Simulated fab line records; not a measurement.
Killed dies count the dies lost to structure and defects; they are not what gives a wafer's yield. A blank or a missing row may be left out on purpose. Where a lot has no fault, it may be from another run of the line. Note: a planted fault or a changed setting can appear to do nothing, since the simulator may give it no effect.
2 desks, one fault	flow sky130	numbers are kept per desk, each desk with only its own; the story behind them comes last

== THE METROLOGY DESK ==
Lot by lot, what the gauges showed, no matter which tool ran the lot: averages of those sampled wafers that carry a number. Any lot whose mean is over 4 standard deviations away from the usual mean is out of limits and marked OUT; that distance is given in the brackets.
Columns: A = SONOS_ONO_OVL at SKY_SONOS_ONO_OVL_MEAS_14, usual -0.6 nm; B = GATE_OXIDE_OVL at SKY_GATE_OXIDE_OVL_MEAS_10, usual -0.7 nm; C = GATE_OXIDE_TW at SKY_GATE_OXIDE_TW_MEAS_14, usual 225.0
lot	first seen here	A	B	C
L791	day 12 23:38	-0.9	-1.2	227.6
L792	day 13 09:05	0.9	0.6	223.8
L793	day 14 00:35	-1.5	-1.1	226.6
L794	day 14 06:47	-0.4	-0.9	223.1
L797	day 15 00:37	1.1	-0.7	222.6
L800	day 16 08:56	-1.5	-2.3	223.3
L801	day 16 12:53	0.7	0.9	224.2
L806	day 18 05:37	-3.7	-2.5	224.5
L808	day 18 19:37	-1.8	-0.4	226.5
L809	day 19 06:32	0.4	-0.8	225.5
L810	day 19 14:01	2.2	-0.9	226.1
L811	day 19 17:28	-0.7	0.7	226.3
L812	day 20 10:55	-1.5	-1.7	226.0
L813	day 20 16:32	-0.2	-0.2	225.9
This desk's finding: nothing out of limits on any of the 14 lots.

== DESK OF THE TOOL OWNER: implanter-02 ==
The tool's own readings at SKY_GATE_OXIDE_IMPLANT_11: means of the sampled wafers that have a number, for each lot that ran on this tool. Any lot whose mean is over 4 standard deviations away from the usual mean is out of limits and marked OUT; that distance is given in the brackets.
Columns: A = beamEnergyKeV at SKY_GATE_OXIDE_IMPLANT_11, usual 10.000
lot	first seen here	A
L791	day 14 05:43	10.001
L794	day 15 11:53	9.999
L797	day 16 05:15	9.996
L800	day 17 17:18	9.847 (-49) OUT
L801	day 17 20:04	9.847 (-49) OUT
L808	day 20 09:36	10.002
L809	day 20 15:19	10.008
L811	day 21 02:31	10.003
Finding of this desk: L800, L801 out of limits; the first was L800 at day 17 17:18, on beamEnergyKeV at SKY_GATE_OXIDE_IMPLANT_11. In limits: L791, L794, L797, L808, L809, L811.

== BROUGHT TOGETHER ==
On L800, L801, at day 17 17:18, an alarm was possible from the tool owner's desk.
The metrology desk saw nothing out of limits.
The metrology desk holds a record of L800, L801, inside its limits.
All the named lots went through SKY_GATE_OXIDE_IMPLANT_11 on implanter-02.

== WHAT THE SIMULATOR PUT IN ==
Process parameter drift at SKY_GATE_OXIDE_IMPLANT_11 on implanter-02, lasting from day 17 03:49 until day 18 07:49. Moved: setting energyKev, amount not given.
Lots struck among those shown: L800, L801.
Time in hours from fault onset to the first out-of-limits reading at each desk: the tool owner's desk, 13.
